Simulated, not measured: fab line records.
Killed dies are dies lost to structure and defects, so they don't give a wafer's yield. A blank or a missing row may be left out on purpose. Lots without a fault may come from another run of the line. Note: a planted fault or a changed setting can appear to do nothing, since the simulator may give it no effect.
Chamber matching	flow sky130	SKY_VIA3_HDPCVD_00 on hdpcvd-02: 3 sister chambers
The step deposits SiO2, target thk 1635 nm, time 272.5 s. 3 wafers are shown with their chamber, then 6 later ones without.

## WAFERS, EACH WITH ITS CHAMBER
wafer	chamber	runLengthS (s)
L786.6	1	299.7
L788.5	2	300.3
L788.6	0	300.4

## WAFERS WITH NO CHAMBER GIVEN
wafer	runLengthS (s)
L798.2	300.1
L798.5	300.3
L798.6	300.3
L802.1	300.2
L802.4	300.5
L802.6	300.6

## CHAMBER TAKEN BY EACH
wafer	from the rows above	in truth
L798.2	can't be placed: 2 or 0 or 1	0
L798.5	can't be placed: 2 or 0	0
L798.6	can't be placed: 2 or 0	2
L802.1	can't be placed: 2 or 0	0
L802.4	can't be placed: 0 or 2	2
L802.6	can't be placed: 0 or 2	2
0 of 6 placed correctly. These rows do not allow placing 6 (true chamber among the candidates in 6). Placed wrongly: 0.
How it was worked out, from the rows above alone: a wafer's distance from a chamber is the root of the sum, over the readings, of the square of ((its reading less the chamber's mean) divided by the reading's scatter). The wafer belongs to the nearest chamber; if the next one is less than 2 further off, it can't be placed. Each chamber's mean is taken over the wafers shown for it. The scatter: with one shown wafer a chamber, the root of the mean of the squares of how far each hidden wafer lies from its nearest shown one.
